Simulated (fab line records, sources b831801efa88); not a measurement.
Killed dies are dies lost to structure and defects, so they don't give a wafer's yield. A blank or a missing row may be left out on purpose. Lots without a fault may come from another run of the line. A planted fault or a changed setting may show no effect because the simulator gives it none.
Tool commonality check | flow gf180mcu | 13 lots, 39 wafers sampled

WHY IT WAS OPENED
At GF_PSD_RS_MEAS_14 the reading NSD_RS is flagged on 2 of 13 lots. Wafers without a fault read 46.10 ohm/sq, standard deviation 0.079.
Rule: a lot is flagged when every wafer of it that has a number lies more than 4 standard deviations from that mean, or none has a number. The other lots count as sound.

lot  | measured     | on            | NSD_RS (ohm/sq), wafer by wafer | flag
L763 | day 14 06:30 | film_metro-01 | 46.14 46.09 46.06               |
L764 | day 14 17:56 | film_metro-01 | 46.10 45.97 46.05               |
L765 | day 14 23:45 | film_metro-02 | 46.28 46.09 46.15               |
L766 | day 15 06:05 | film_metro-03 | 45.99 45.99 45.98               |
L767 | day 15 13:09 | film_metro-02 | 43.90 43.82 43.98               | FLAGGED
L768 | day 16 01:24 | film_metro-01 | 43.99 43.81 43.90               | FLAGGED
L776 | day 19 08:29 | film_metro-01 | 46.11 46.15 46.12               |
L777 | day 19 09:55 | film_metro-01 | 46.13 46.17 46.12               |
L778 | day 19 13:58 | film_metro-01 | 46.06 46.15 46.11               |
L781 | day 21 03:18 | film_metro-03 | 46.23 46.02 46.11               |
L784 | day 22 00:56 | film_metro-03 | 46.14 46.16 46.01               |
L783 | day 22 01:14 | film_metro-01 | 46.07 46.13 46.09               |
L785 | day 22 22:49 | film_metro-03 | 46.09 46.15 46.08               |
The numbers of the flagged lots are 43.90 ohm/sq on average: -2.20 ohm/sq against the usual, or -28 standard deviations.

WHICH TOOL RAN EACH LOT
The record holds 1 process step before the reading, out of a route of 602 steps. In each cell: the tool, then ch and the chambers that the sampled wafers went through, then the start.
lot  | flag    | GF_PSD_RTA_13
L763 |         | rtp_anneal-02 ch 0, day 14 06:25
L764 |         | rtp_anneal-01 ch 0, day 14 17:50
L765 |         | rtp_anneal-01 ch 0, day 14 23:40
L766 |         | rtp_anneal-01 ch 0, day 15 05:59
L767 | FLAGGED | rtp_anneal-01 ch 0, day 15 13:04
L768 | FLAGGED | rtp_anneal-01 ch 0, day 16 01:19
L776 |         | rtp_anneal-01 ch 0, day 19 08:25
L777 |         | rtp_anneal-02 ch 0, day 19 09:50
L778 |         | rtp_anneal-02 ch 0, day 19 13:52
L781 |         | rtp_anneal-01 ch 0, day 21 03:13
L784 |         | rtp_anneal-01 ch 0, day 22 00:51
L783 |         | rtp_anneal-02 ch 0, day 22 01:09
L785 |         | rtp_anneal-01 ch 0, day 22 22:44
What these steps do:
- GF_PSD_RTA_13: time 20 s.
- GF_PSD_RS_MEAS_14: measures by four-point-probe.

FLAGGED OVER TOTAL, TOOL BY TOOL (the gauges that took the reading come last)
step              | tool          | lots run | flagged | share of the flagged lots | sound lots run after its first flagged lot
GF_PSD_RTA_13     | rtp_anneal-01 | 9        | 2       | all                       | 4 (L776,L781,L784,L785)
GF_PSD_RTA_13     | rtp_anneal-02 | 4        | 0       | none                      | -
GF_PSD_RS_MEAS_14 | film_metro-01 | 7        | 1       | some                      | 4 (L776,L777,L778,L783)
GF_PSD_RS_MEAS_14 | film_metro-02 | 2        | 1       | some                      | 0
GF_PSD_RS_MEAS_14 | film_metro-03 | 4        | 0       | none                      | -

WHAT THE TABLE ALLOWS
1 row of the table ran every flagged lot: rtp_anneal-01 at GF_PSD_RTA_13.
- rtp_anneal-01 at GF_PSD_RTA_13: 2 of its 9 lots flagged. Sound lots ran on it after the first flagged one (L776, L781, L784, L785), which a lasting fault on the whole tool wouldn't allow. Its own readings lie more than 4 standard deviations out on every wafer of the flagged lots: run_length_s.
No row of the table ran every flagged lot and no sound lot after the first.

WHAT THE SIMULATOR HAD PUT IN
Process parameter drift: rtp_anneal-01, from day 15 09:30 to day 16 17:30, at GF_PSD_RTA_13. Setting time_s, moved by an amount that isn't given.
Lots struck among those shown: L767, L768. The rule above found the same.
